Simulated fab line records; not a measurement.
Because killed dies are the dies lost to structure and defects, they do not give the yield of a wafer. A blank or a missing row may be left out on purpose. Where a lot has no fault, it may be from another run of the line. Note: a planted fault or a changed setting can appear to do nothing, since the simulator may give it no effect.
Which tool did it? || flow gf180mcu || Sampling: 11 lots, 33 wafers, 6 of 602 route steps

## WHAT THE GAUGES READ, wafer by wafer
GF_MVPSD_OVL_MEAS_07.
{"lot": "L269", "measured": "day 4 23:25", "on": "overlay-02", "MVPSD_OVL (nm)": "-2.1 -3.5 -2.4"}
{"lot": "L273", "measured": "day 6 00:50", "on": "overlay-02", "MVPSD_OVL (nm)": "-1.3 -0.8 -0.8"}
{"lot": "L274", "measured": "day 6 11:28", "on": "overlay-01", "MVPSD_OVL (nm)": "-2.4 -2.2 -1.9"}
{"lot": "L282", "measured": "day 8 05:40", "on": "overlay-01", "MVPSD_OVL (nm)": "1.9 -1.8 -1.3"}
{"lot": "L283", "measured": "day 8 13:31", "on": "overlay-02", "MVPSD_OVL (nm)": "-3.1 -3.7 -3.0"}
{"lot": "L284", "measured": "day 8 17:46", "on": "overlay-02", "MVPSD_OVL (nm)": "-0.9 -1.5 -2.5"}
{"lot": "L285", "measured": "day 8 23:14", "on": "overlay-02", "MVPSD_OVL (nm)": "-0.7 1.4 0.3"}
{"lot": "L288", "measured": "day 9 19:34", "on": "overlay-01", "MVPSD_OVL (nm)": "-1.3 1.1 -0.7"}
{"lot": "L289", "measured": "day 10 00:10", "on": "overlay-02", "MVPSD_OVL (nm)": "-1.2 -1.4 0.0"}
{"lot": "L290", "measured": "day 10 07:35", "on": "overlay-01", "MVPSD_OVL (nm)": "-1.4 -2.0 -0.6"}
{"lot": "L292", "measured": "day 10 20:47", "on": "overlay-01", "MVPSD_OVL (nm)": "-4.4 -3.3 -4.0"}

GF_VT_IMPLANT_OVL_MEAS_29.
{"lot": "L269", "measured": "day 6 19:39", "on": "overlay-02", "VT_IMPLANT_02_OVL (nm)": "-0.2 1.3 1.6"}
{"lot": "L273", "measured": "day 7 23:58", "on": "overlay-01", "VT_IMPLANT_02_OVL (nm)": "-0.9 -1.7 -2.0"}
{"lot": "L274", "measured": "day 8 10:32", "on": "overlay-02", "VT_IMPLANT_02_OVL (nm)": "0.7 2.2 1.2"}
{"lot": "L282", "measured": "day 10 10:13", "on": "overlay-01", "VT_IMPLANT_02_OVL (nm)": "0.4 -0.2 0.8"}
{"lot": "L283", "measured": "day 10 19:39", "on": "overlay-02", "VT_IMPLANT_02_OVL (nm)": "-0.3 -2.1 0.1"}
{"lot": "L284", "measured": "day 10 22:31", "on": "overlay-01", "VT_IMPLANT_02_OVL (nm)": "0.2 -0.9 -1.1"}
{"lot": "L285", "measured": "day 11 05:19", "on": "overlay-02", "VT_IMPLANT_02_OVL (nm)": "1.5 2.1 1.2"}
{"lot": "L288", "measured": "day 12 02:06", "on": "overlay-02", "VT_IMPLANT_02_OVL (nm)": "0.9 0.5 -1.0"}
{"lot": "L289", "measured": "day 12 08:13", "on": "overlay-01", "VT_IMPLANT_02_OVL (nm)": "1.6 0.4 1.9"}
{"lot": "L290", "measured": "day 12 15:37", "on": "overlay-02", "VT_IMPLANT_02_OVL (nm)": "0.9 -0.2 -0.6"}
{"lot": "L292", "measured": "day 13 05:49", "on": "overlay-02", "VT_IMPLANT_02_OVL (nm)": "-2.1 -0.5 0.0"}

GF_VT_IMPLANT_TW_MEAS_32.
{"lot": "L269", "measured": "day 6 19:56", "on": "film-metro-03", "VT_IMPLANT_3_TW": "262 262 261"}
{"lot": "L273", "measured": "day 8 00:16", "on": "film-metro-04", "VT_IMPLANT_3_TW": "270 270 269"}
{"lot": "L274", "measured": "day 8 10:49", "on": "film-metro-04", "VT_IMPLANT_3_TW": "30 30 30"}
{"lot": "L282", "measured": "day 10 10:30", "on": "film-metro-03", "VT_IMPLANT_3_TW": "264 265 265"}
{"lot": "L283", "measured": "day 10 19:56", "on": "film-metro-03", "VT_IMPLANT_3_TW": "265 264 264"}
{"lot": "L284", "measured": "day 10 22:48", "on": "film-metro-04", "VT_IMPLANT_3_TW": "271 270 270"}
{"lot": "L285", "measured": "day 11 05:37", "on": "film-metro-04", "VT_IMPLANT_3_TW": "271 270 270"}
{"lot": "L288", "measured": "day 12 02:23", "on": "film-metro-02", "VT_IMPLANT_3_TW": "273 271 272"}
{"lot": "L289", "measured": "day 12 08:30", "on": "film-metro-02", "VT_IMPLANT_3_TW": "273 273 273"}
{"lot": "L290", "measured": "day 12 15:54", "on": "film-metro-04", "VT_IMPLANT_3_TW": "270 270 270"}
{"lot": "L292", "measured": "day 13 06:07", "on": "film-metro-03", "VT_IMPLANT_3_TW": "262 262 262"}

## EACH LOT AND THE TOOL THAT RAN IT (in order: tool; ch and the chambers of the sampled wafers; start)
{"lot": "L269", "GF_NWELL_STRIP_10": "plasma-asher-02 ch 1, day 3 08:31", "GF_VT_IMPLANT_STRIP_20": "plasma-asher-02 ch 0,1, day 6 04:18", "GF_VT_IMPLANT_STRIP_31": "plasma-asher-04 ch 0,1, day 6 19:50"}
{"lot": "L273", "GF_NWELL_STRIP_10": "plasma-asher-04 ch 1, day 4 06:09", "GF_VT_IMPLANT_STRIP_20": "plasma-asher-02 ch 0,1, day 7 08:22", "GF_VT_IMPLANT_STRIP_31": "plasma-asher-02 ch 0,1, day 8 00:09"}
{"lot": "L274", "GF_NWELL_STRIP_10": "plasma-asher-02 ch 0,1, day 4 16:02", "GF_VT_IMPLANT_STRIP_20": "plasma-asher-02 ch 0,1, day 7 17:43", "GF_VT_IMPLANT_STRIP_31": "plasma-asher-04 ch 0,1, day 8 10:43"}
{"lot": "L282", "GF_NWELL_STRIP_10": "plasma-asher-01 ch 0,1, day 6 04:48", "GF_VT_IMPLANT_STRIP_20": "plasma-asher-04 ch 0,1, day 9 16:38", "GF_VT_IMPLANT_STRIP_31": "plasma-asher-04 ch 0,1, day 10 10:23"}
{"lot": "L283", "GF_NWELL_STRIP_10": "plasma-asher-02 ch 0,1, day 6 13:44", "GF_VT_IMPLANT_STRIP_20": "plasma-asher-02 ch 0,1, day 10 00:38", "GF_VT_IMPLANT_STRIP_31": "plasma-asher-04 ch 0,1, day 10 19:50"}
{"lot": "L284", "GF_NWELL_STRIP_10": "plasma-asher-04 ch 0,1, day 6 18:02", "GF_VT_IMPLANT_STRIP_20": "plasma-asher-01 ch 0,1, day 10 04:29", "GF_VT_IMPLANT_STRIP_31": "plasma-asher-04 ch 0,1, day 10 22:42"}
{"lot": "L285", "GF_NWELL_STRIP_10": "plasma-asher-02 ch 0,1, day 6 21:52", "GF_VT_IMPLANT_STRIP_20": "plasma-asher-04 ch 0,1, day 10 11:23", "GF_VT_IMPLANT_STRIP_31": "plasma-asher-01 ch 0,1, day 11 05:30"}
{"lot": "L288", "GF_NWELL_STRIP_10": "plasma-asher-01 ch 0,1, day 7 16:15", "GF_VT_IMPLANT_STRIP_20": "plasma-asher-04 ch 0,1, day 11 07:21", "GF_VT_IMPLANT_STRIP_31": "plasma-asher-01 ch 0,1, day 12 02:17"}
{"lot": "L289", "GF_NWELL_STRIP_10": "plasma-asher-01 ch 0,1, day 7 20:47", "GF_VT_IMPLANT_STRIP_20": "plasma-asher-01 ch 0,1, day 11 13:44", "GF_VT_IMPLANT_STRIP_31": "plasma-asher-02 ch 0,1, day 12 08:23"}
{"lot": "L290", "GF_NWELL_STRIP_10": "plasma-asher-04 ch 1, day 8 03:48", "GF_VT_IMPLANT_STRIP_20": "plasma-asher-01 ch 1, day 11 20:50", "GF_VT_IMPLANT_STRIP_31": "plasma-asher-01 ch 1, day 12 15:47"}
{"lot": "L292", "GF_NWELL_STRIP_10": "plasma-asher-01 ch 0,1, day 8 15:44", "GF_VT_IMPLANT_STRIP_20": "plasma-asher-04 ch 0,1, day 12 10:04", "GF_VT_IMPLANT_STRIP_31": "plasma-asher-02 ch 0,1, day 13 06:02"}
- GF_NWELL_STRIP_10: strips in O2/N2.
- GF_VT_IMPLANT_STRIP_20: strips in O2/N2.
- GF_VT_IMPLANT_STRIP_31: strips in O2/N2.

## WHAT THE TOOLS THEMSELVES READ (means of the sampled wafers that have a number; where no wafer has one, the mark that the record gives instead)
GF_NWELL_STRIP_10.
{"lot": "L269", "tool": "plasma-asher-02", "drypump-motor-current-A (A)": 6.3, "heater-power-w (W)": 419, "oes-product-au (a.u.)": 0.722, "strip-time-to-endpoint-s (s)": 36.93}
{"lot": "L273", "tool": "plasma-asher-04", "drypump-motor-current-A (A)": 6.4, "heater-power-w (W)": 282, "oes-product-au (a.u.)": 0.724, "strip-time-to-endpoint-s (s)": 36.97}
{"lot": "L274", "tool": "plasma-asher-02", "drypump-motor-current-A (A)": 6.2, "heater-power-w (W)": 400, "oes-product-au (a.u.)": 0.722, "strip-time-to-endpoint-s (s)": 36.99}
{"lot": "L282", "tool": "plasma-asher-01", "drypump-motor-current-A (A)": 5.3, "heater-power-w (W)": 358, "oes-product-au (a.u.)": 0.721, "strip-time-to-endpoint-s (s)": 37.03}
{"lot": "L283", "tool": "plasma-asher-02", "drypump-motor-current-A (A)": 6.0, "heater-power-w (W)": 378, "oes-product-au (a.u.)": 0.722, "strip-time-to-endpoint-s (s)": 37.00}
{"lot": "L284", "tool": "plasma-asher-04", "drypump-motor-current-A (A)": 5.7, "heater-power-w (W)": 308, "oes-product-au (a.u.)": 0.728, "strip-time-to-endpoint-s (s)": 36.99}
{"lot": "L285", "tool": "plasma-asher-02", "drypump-motor-current-A (A)": 6.0, "heater-power-w (W)": 370, "oes-product-au (a.u.)": 0.720, "strip-time-to-endpoint-s (s)": 36.98}
{"lot": "L288", "tool": "plasma-asher-01", "drypump-motor-current-A (A)": 5.4, "heater-power-w (W)": 328, "oes-product-au (a.u.)": 0.722, "strip-time-to-endpoint-s (s)": 37.00}
{"lot": "L289", "tool": "plasma-asher-01", "drypump-motor-current-A (A)": 5.3, "heater-power-w (W)": 359, "oes-product-au (a.u.)": 0.724, "strip-time-to-endpoint-s (s)": 36.95}
{"lot": "L290", "tool": "plasma-asher-04", "drypump-motor-current-A (A)": 6.4, "heater-power-w (W)": 289, "oes-product-au (a.u.)": 0.721, "strip-time-to-endpoint-s (s)": 36.93}
{"lot": "L292", "tool": "plasma-asher-01", "drypump-motor-current-A (A)": 5.4, "heater-power-w (W)": 335, "oes-product-au (a.u.)": 0.723, "strip-time-to-endpoint-s (s)": 37.05}

GF_VT_IMPLANT_STRIP_20.
{"lot": "L269", "tool": "plasma-asher-02", "drypump-motor-current-A (A)": 6.2, "heater-power-w (W)": 397, "oes-product-au (a.u.)": 0.713, "strip-time-to-endpoint-s (s)": 12.514}
{"lot": "L273", "tool": "plasma-asher-02", "drypump-motor-current-A (A)": 6.2, "heater-power-w (W)": 401, "oes-product-au (a.u.)": 0.719, "strip-time-to-endpoint-s (s)": 12.543}
{"lot": "L274", "tool": "plasma-asher-02", "drypump-motor-current-A (A)": 6.0, "heater-power-w (W)": 374, "oes-product-au (a.u.)": 0.939, "strip-time-to-endpoint-s (s)": "-"}
{"lot": "L282", "tool": "plasma-asher-04", "drypump-motor-current-A (A)": 5.7, "heater-power-w (W)": 308, "oes-product-au (a.u.)": 0.718, "strip-time-to-endpoint-s (s)": 12.598}
{"lot": "L283", "tool": "plasma-asher-02", "drypump-motor-current-A (A)": 6.0, "heater-power-w (W)": 374, "oes-product-au (a.u.)": 0.713, "strip-time-to-endpoint-s (s)": 12.546}
{"lot": "L284", "tool": "plasma-asher-01", "drypump-motor-current-A (A)": 5.3, "heater-power-w (W)": 360, "oes-product-au (a.u.)": 0.716, "strip-time-to-endpoint-s (s)": 12.514}
{"lot": "L285", "tool": "plasma-asher-04", "drypump-motor-current-A (A)": 6.0, "heater-power-w (W)": 292, "oes-product-au (a.u.)": 0.713, "strip-time-to-endpoint-s (s)": 12.541}
{"lot": "L288", "tool": "plasma-asher-04", "drypump-motor-current-A (A)": 6.0, "heater-power-w (W)": 295, "oes-product-au (a.u.)": 0.714, "strip-time-to-endpoint-s (s)": 12.515}
{"lot": "L289", "tool": "plasma-asher-01", "drypump-motor-current-A (A)": 5.3, "heater-power-w (W)": 358, "oes-product-au (a.u.)": 0.716, "strip-time-to-endpoint-s (s)": 12.514}
{"lot": "L290", "tool": "plasma-asher-01", "drypump-motor-current-A (A)": 5.1, "heater-power-w (W)": 388, "oes-product-au (a.u.)": 0.718, "strip-time-to-endpoint-s (s)": 12.557}
{"lot": "L292", "tool": "plasma-asher-04", "drypump-motor-current-A (A)": 6.0, "heater-power-w (W)": 298, "oes-product-au (a.u.)": 0.714, "strip-time-to-endpoint-s (s)": 12.519}

GF_VT_IMPLANT_STRIP_31.
{"lot": "L269", "tool": "plasma-asher-04", "drypump-motor-current-A (A)": 6.0, "heater-power-w (W)": 294, "oes-product-au (a.u.)": 0.712, "strip-time-to-endpoint-s (s)": 12.67}
{"lot": "L273", "tool": "plasma-asher-02", "drypump-motor-current-A (A)": 6.2, "heater-power-w (W)": 392, "oes-product-au (a.u.)": 0.718, "strip-time-to-endpoint-s (s)": 12.55}
{"lot": "L274", "tool": "plasma-asher-04", "drypump-motor-current-A (A)": 5.7, "heater-power-w (W)": 306, "oes-product-au (a.u.)": 0.714, "strip-time-to-endpoint-s (s)": 18.91}
{"lot": "L282", "tool": "plasma-asher-04", "drypump-motor-current-A (A)": 5.7, "heater-power-w (W)": 304, "oes-product-au (a.u.)": 0.718, "strip-time-to-endpoint-s (s)": 12.61}
{"lot": "L283", "tool": "plasma-asher-04", "drypump-motor-current-A (A)": 5.7, "heater-power-w (W)": 305, "oes-product-au (a.u.)": 0.721, "strip-time-to-endpoint-s (s)": 12.64}
{"lot": "L284", "tool": "plasma-asher-04", "drypump-motor-current-A (A)": 5.7, "heater-power-w (W)": 306, "oes-product-au (a.u.)": 0.709, "strip-time-to-endpoint-s (s)": 12.62}
{"lot": "L285", "tool": "plasma-asher-01", "drypump-motor-current-A (A)": 5.4, "heater-power-w (W)": 337, "oes-product-au (a.u.)": 0.720, "strip-time-to-endpoint-s (s)": 12.64}
{"lot": "L288", "tool": "plasma-asher-01", "drypump-motor-current-A (A)": 5.3, "heater-power-w (W)": 361, "oes-product-au (a.u.)": 0.714, "strip-time-to-endpoint-s (s)": 12.60}
{"lot": "L289", "tool": "plasma-asher-02", "drypump-motor-current-A (A)": 6.2, "heater-power-w (W)": 392, "oes-product-au (a.u.)": 0.717, "strip-time-to-endpoint-s (s)": 12.64}
{"lot": "L290", "tool": "plasma-asher-01", "drypump-motor-current-A (A)": 5.1, "heater-power-w (W)": 388, "oes-product-au (a.u.)": 0.715, "strip-time-to-endpoint-s (s)": 12.58}
{"lot": "L292", "tool": "plasma-asher-02", "drypump-motor-current-A (A)": 6.0, "heater-power-w (W)": 378, "oes-product-au (a.u.)": 0.716, "strip-time-to-endpoint-s (s)": 12.66}

## THE ANSWER, worked out from the rows above alone
Rule: what is usual is taken from the lots themselves. The widest of any qualifying gaps counts: lots, ordered by their means at a reading, are off when they make up no more than a third of the lots, leave a main group of 4 or more, and stand apart from it by 3 or more times the standard deviation of that group's means. The tables above print the reading to a certain number of digits; a main group whose means all agree to those digits is not used. A lot without any number at a reading at which 4 lots or more have one is off too. All remaining lots with rows at the step are treated as sound. First the gauges in route order, then the tools' own readings, where a lot's mean is used as printed above. At the first step where some lot is off, the reading lying furthest off is the one used; lots without a number count as furthest.
Off: L274, seen at GF_VT_IMPLANT_TW_MEAS_32 (VT_IMPLANT_3_TW). The main group: mean 268, standard deviation 4.
If a tool, at a process step before that reading, ran all the lots that are off and no sound lot after the first of them, it fits. The gauges at GF_VT_IMPLANT_TW_MEAS_32 aren't tried: what is off there is off at GF_VT_IMPLANT_STRIP_20 too, on other tools, and a gauge's error can't cause that. No candidate that was tried fits.

## WHAT HAD BEEN PUT IN BY THE SIMULATOR
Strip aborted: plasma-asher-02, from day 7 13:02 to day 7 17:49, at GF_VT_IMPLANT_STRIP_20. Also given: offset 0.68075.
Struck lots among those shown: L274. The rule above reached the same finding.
